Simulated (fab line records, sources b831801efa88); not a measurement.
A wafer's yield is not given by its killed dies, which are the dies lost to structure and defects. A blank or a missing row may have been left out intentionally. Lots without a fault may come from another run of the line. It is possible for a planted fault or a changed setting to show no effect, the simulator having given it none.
Problem report in the 8D (eight disciplines) form, filled by code / flow gf180mcu / the parts of the form that need people (team, actions taken, sign-off) are left out

== 1. THE PROBLEM ==
Mean of run-length-s at GF_POLY_GATE_SOFTBAKE_06: 92.40 s across 6 wafers in 2 lots; on wafers with no fault it is 89.31 s (standard deviation 0.15). That is +21 standard deviations from the usual mean.
The step: time 60 s.
First observed at day 13 00:00: wafer L195.3, on litho-track-02. Wafers with a number at this step in the record: 42, from 14 lots. Rule for "out" (also "out of limits"): further than 4 standard deviations from the usual mean. The rest of the wafers with a number are treated as sound.

== 2. WHAT IT IS, WHAT IT ISN'T ==
question=which readings at this step | is=run-length-s | is not=-
question=which lots | is=L195, L196 | is not=L181, L182, L183, L184, L185, L186, L187, L188, L192, L201, L203, L204
question=which wafers of those lots | is=all that have a number | is not=-
question=read on which tools | is=litho-track-02 | is not=litho-track-01, litho-track-04
question=when | is=from day 13 00:00 | is not=up to then (27 sound wafers); but 9 sound wafers of L201, L203, L204 came after

== 3. SUSPECTS, AND WHAT RULES EACH OUT ==
Counting: any tool at a process step up to the reading is kept as a suspect provided that every lot that is out went through it and no sound lot did after the first of them.
- litho-track-02 at GF_POLY_GATE_SOFTBAKE_06 (time 60 s): kept. It ran every lot that is out, first L195 (day 13 00:00), and no sound lot after that; its last sound lot up to then is L187 (day 10 14:00). Its own readings are out on those wafers: run-length-s.
Left after counting: litho-track-02 at GF_POLY_GATE_SOFTBAKE_06.

== 4. THE CAUSE (what the simulator had put in) ==
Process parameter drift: litho-track-02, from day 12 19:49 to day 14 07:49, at GF_POLY_GATE_SOFTBAKE_06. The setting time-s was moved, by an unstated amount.
This tool alone remained once counting was done.

== 5. THE EFFECT CHAIN, in route order ==
Each row: a reading where the mean over the struck wafers with a number is more than 3 standard deviations away from the usual. Scope: only readings with a usual standard deviation given in the record; hours: median across lots of the time from each lot's start at the first step in this table that gives one to its start at this step; sigmas: change in usual standard deviations.
hours=0; step=GF_POLY_GATE_SOFTBAKE_06; reading=run-length-s; usual=89.31 s; on struck wafers=92.40; change=+3.09; sigmas=+21
Its process steps:
- GF_POLY_GATE_SOFTBAKE_06: time 60 s.
Later steps that measure or inspect, where all struck wafers having a row at the step show a number for every such reading and not one has moved that far: GF_HV_LDD_CD_MEAS_07.

== 6. WHAT WOULD HAVE CAUGHT IT SOONER ==
The fault began at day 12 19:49; the first out-of-limits reading in this record came at day 13 00:00, 4 hours later.
